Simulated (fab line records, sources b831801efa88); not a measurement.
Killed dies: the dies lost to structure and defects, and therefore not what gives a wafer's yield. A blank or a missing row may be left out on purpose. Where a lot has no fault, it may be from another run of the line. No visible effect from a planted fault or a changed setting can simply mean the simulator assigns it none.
Which of the tools did it? | flow sky130 | Sampling: 13 lots, 39 wafers, 6 of 708 route steps

## WHAT EACH GAUGE READ, for each wafer
SKY_SD_N_RS_MEAS_17: the measuring method here is four-point-probe. Usual: SD_P_RS 146.9 ohm/sq, standard deviation 0.35.
lot  | measured     | on            | SD_P_RS (ohm/sq)  | flag
L517 | day 28 04:48 | film metro-01 | 147.3 147.0 147.0 |
L518 | day 28 09:03 | film metro-03 | 147.2 146.7 147.4 |
L520 | day 29 04:47 | film metro-02 | 147.0 147.1 147.4 |
L522 | day 30 00:11 | film metro-03 | 146.4 146.6 147.1 |
L526 | day 31 02:33 | film metro-03 | 146.6 146.7 146.6 |
L529 | day 31 17:29 | film metro-03 | 147.1 147.1 147.3 |
L530 | day 32 03:51 | film metro-03 | 146.9 147.0 147.3 |
L532 | day 32 19:43 | film metro-02 | 146.9 147.2 146.7 |
L533 | day 33 10:52 | film metro-01 | 146.6 146.7 146.8 |
L534 | day 34 02:07 | film metro-01 | 147.1 146.7 147.0 |
L535 | day 34 04:17 | film metro-02 | 146.2 147.0 146.4 |
L538 | day 34 21:43 | film metro-01 | 146.4 146.9 146.7 |
L540 | day 35 09:36 | film metro-01 | 146.7 146.4 146.4 |

SKY_LI_CONTACT_OVL_MEAS_13. Usual: LI_CONTACT_OVL 4 nm, standard deviation 5.4.
lot  | measured     | on         | LI_CONTACT_OVL (nm) | flag
L517 | day 29 09:47 | overlay-01 | 0 2 -3              |
L518 | day 29 14:33 | overlay-01 | 7 12 11             |
L520 | day 30 09:37 | overlay-01 | 2 3 -2              |
L522 | day 31 04:20 | overlay-01 | -7 5 -11            |
L526 | day 32 06:55 | overlay-01 | 3 -3 1              |
L529 | day 32 21:42 | overlay-01 | 4 10 0              |
L530 | day 33 07:55 | overlay-01 | 11 6 6              |
L532 | day 33 23:53 | overlay-02 | 0 -2 -5             |
L533 | day 34 13:25 | overlay-01 | -6 -2 2             |
L534 | day 35 05:30 | overlay-01 | 14 10 6             |
L535 | day 35 07:27 | overlay-02 | 2 2 1               |
L538 | day 36 00:04 | overlay-01 | 9 1 8               |
L540 | day 36 13:07 | overlay-02 | 4 8 11              |

SKY_LOCAL_INTERCONNECT_RS_MEAS_01: the measuring method here is four-point-probe. Usual: LOCAL_INTERCONNECT_TIN_RS 14.11 ohm/sq, standard deviation 0.11.
lot  | measured     | on            | LOCAL_INTERCONNECT_TIN_RS (ohm/sq) | flag
L517 | day 29 11:04 | film metro-03 | 14.09 14.01 13.91                  |
L518 | day 29 15:50 | film metro-03 | 14.07 14.03 14.03                  |
L520 | day 30 10:53 | film metro-04 | 13.95 14.00 13.94                  |
L522 | day 31 05:36 | film metro-04 | 14.20 14.09 14.11                  |
L526 | day 32 08:13 | film metro-02 | 14.11 14.06 11.48                  | OFF
L529 | day 32 22:59 | film metro-02 | 14.24 14.21 14.20                  |
L530 | day 33 09:11 | film metro-04 | 13.95 14.06 14.09                  |
L532 | day 34 01:09 | film metro-03 | 14.27 14.17 14.15                  |
L533 | day 34 14:41 | film metro-04 | 14.06 14.18 14.11                  |
L534 | day 35 06:46 | film metro-04 | 14.20 14.04 14.18                  |
L535 | day 35 08:43 | film metro-02 | 14.01 13.96 14.03                  |
L538 | day 36 01:20 | film metro-04 | 14.04 14.12 14.09                  |
L540 | day 36 14:29 | film metro-04 | 14.09 14.23 14.18                  |

SKY_LOCAL_INTERCONNECT_THK_MEAS_02: measures by xrf. Usual: LOCAL_INTERCONNECT_TIN_THK 99.4 nm, standard deviation 0.82.
lot  | measured     | on            | LOCAL_INTERCONNECT_TIN_THK (nm) | flag
L517 | day 29 11:11 | film metro-03 | 99.8 100.2 101.1                |
L518 | day 29 15:57 | film metro-03 | 100.2 100.4 100.3               |
L520 | day 30 11:00 | film metro-04 | 100.8 100.2 100.8               |
L522 | day 31 05:43 | film metro-04 | 98.8 99.9 99.0                  |
L526 | day 32 08:19 | film metro-02 | 98.1 99.6 120.4                 | OFF
L529 | day 32 23:05 | film metro-02 | 98.0 98.4 98.6                  |
L530 | day 33 09:18 | film metro-04 | 101.0 99.8 99.6                 |
L532 | day 34 01:16 | film metro-03 | 98.5 98.7 99.2                  |
L533 | day 34 14:48 | film metro-04 | 99.6 99.0 99.1                  |
L534 | day 35 06:53 | film metro-04 | 99.8 100.0 100.0                |
L535 | day 35 08:50 | film metro-02 | 100.0 99.7 99.7                 |
L538 | day 36 01:27 | film metro-04 | 99.8 99.4 99.9                  |
L540 | day 36 14:35 | film metro-04 | 99.8 99.0 99.2                  |

## EACH LOT AND THE TOOL THAT RAN IT (in order: tool; ch and the chambers of the sampled wafers; start)
lot  | SKY_LI_CONTACT_ETCH_15             | SKY_LOCAL_INTERCONNECT_SPUTTER_00
L517 | rie diel-01 ch 0,2, day 29 09:52   | pvd sputter-02, day 29 11:01
L518 | rie diel-02 ch 2,3, day 29 14:38   | pvd sputter-03, day 29 15:46
L520 | rie diel-03 ch 1,2, day 30 09:41   | pvd sputter-03, day 30 10:49
L522 | rie diel-03 ch 0,1,2, day 31 04:25 | pvd sputter-02, day 31 05:32
L526 | rie diel-02 ch 2,3, day 32 06:59   | pvd sputter-03, day 32 08:07
L529 | rie diel-02 ch 0,1,3, day 32 21:46 | pvd sputter-04, day 32 22:53
L530 | rie diel-03 ch 0,1,2, day 33 07:59 | pvd sputter-04, day 33 09:07
L532 | rie diel-03 ch 0,1,3, day 33 23:58 | pvd sputter-02, day 34 01:05
L533 | rie diel-02 ch 0,2,3, day 34 13:29 | pvd sputter-02, day 34 14:37
L534 | rie diel-03 ch 0,2,3, day 35 05:35 | pvd sputter-02, day 35 06:42
L535 | rie diel-03 ch 0,1,2, day 35 07:31 | pvd sputter-04, day 35 08:38
L538 | rie diel-01 ch 2,3, day 36 00:08   | pvd sputter-03, day 36 01:16
L540 | rie diel-02 ch 1,3, day 36 13:11   | pvd sputter-04, day 36 14:22
- SKY_LI_CONTACT_ETCH_15: etches PSG in C4F8/O2/Ar, stops on Si, target depth 600 nm.
- SKY_LOCAL_INTERCONNECT_SPUTTER_00: material TiN, target thk 100 nm, time 83.3 s.

## WHAT THE TOOLS THEMSELVES READ (means of the sampled wafers that have a number; where no wafer has one, the mark that the record gives instead)
SKY_LI_CONTACT_ETCH_15. Usual: bias w 1200 W, standard deviation 3.6; oes product au 0.838 a.u., standard deviation 0.0045.
lot  | tool        | bias w (W) | oes product au (a.u.) | flag
L517 | rie diel-01 | 1205       | 0.839                 |
L518 | rie diel-02 | 1197       | 0.841                 |
L520 | rie diel-03 | 1198       | 0.835                 |
L522 | rie diel-03 | 1200       | 0.838                 |
L526 | rie diel-02 | 1199       | 0.834                 |
L529 | rie diel-02 | 1200       | 0.842                 |
L530 | rie diel-03 | 1200       | 0.839                 |
L532 | rie diel-03 | 1199       | 0.838                 |
L533 | rie diel-02 | 1198       | 0.839                 |
L534 | rie diel-03 | 1199       | 0.835                 |
L535 | rie diel-03 | 1196       | 0.832                 |
L538 | rie diel-01 | 1200       | 0.839                 |
L540 | rie diel-02 | 1200       | 0.834                 |

SKY_LOCAL_INTERCONNECT_SPUTTER_00. Usual: cathode dc power W 6499.9 W, standard deviation 1.2; chamber pressure pa 0.4000 Pa, standard deviation 0.0009; throttle valve pct 30.2 %, standard deviation 0.88.
lot  | tool           | cathode dc power W (W) | chamber pressure pa (Pa) | throttle valve pct (%) | flag
L517 | pvd sputter-02 | 6500.0                 | 0.3997                   | 30.3                   |
L518 | pvd sputter-03 | 6498.7                 | 0.4005                   | 30.6                   |
L520 | pvd sputter-03 | 6500.5                 | 0.4004                   | 31.3                   |
L522 | pvd sputter-02 | 6500.7                 | 0.3998                   | 29.8                   |
L526 | pvd sputter-03 | 6956.7                 | 0.3994                   | 30.8                   | OFF
L529 | pvd sputter-04 | 6499.4                 | 0.3997                   | 30.3                   |
L530 | pvd sputter-04 | 6500.3                 | 0.3996                   | 30.1                   |
L532 | pvd sputter-02 | 6500.3                 | 0.4004                   | 29.6                   |
L533 | pvd sputter-02 | 6500.2                 | 0.4004                   | 30.0                   |
L534 | pvd sputter-02 | 6501.3                 | 0.3994                   | 29.7                   |
L535 | pvd sputter-04 | 6499.7                 | 0.4009                   | 30.6                   |
L538 | pvd sputter-03 | 6499.5                 | 0.3989                   | 30.2                   |
L540 | pvd sputter-04 | 6499.7                 | 0.4002                   | 29.7                   |

## THE ANSWER, worked out from the rows above alone
Rule: a lot is off if the mean of its wafers that have a number lies more than 3 standard deviations from the usual mean. A lot without any number at a reading at which 4 lots or more have one is off too. Any other lot the step has rows for is counted as sound. First the gauges in route order, then the tools' own readings, where a lot's mean is used as printed above. At the first step where some lot is off, the reading lying furthest off is the one used; lots without a number count as furthest.
Off: at SKY_LOCAL_INTERCONNECT_RS_MEAS_01 (LOCAL_INTERCONNECT_TIN_RS), L526.
A tool fits if, at a process step before that reading, it ran every lot that is off, and no sound lot after the first of them. The gauges at SKY_LOCAL_INTERCONNECT_RS_MEAS_01 aren't tried: what is off there is off at SKY_LOCAL_INTERCONNECT_SPUTTER_00 too, on other tools, and a gauge's error can't cause that. No candidate that was tried fits.

## WHAT WAS PUT IN BY THE SIMULATOR
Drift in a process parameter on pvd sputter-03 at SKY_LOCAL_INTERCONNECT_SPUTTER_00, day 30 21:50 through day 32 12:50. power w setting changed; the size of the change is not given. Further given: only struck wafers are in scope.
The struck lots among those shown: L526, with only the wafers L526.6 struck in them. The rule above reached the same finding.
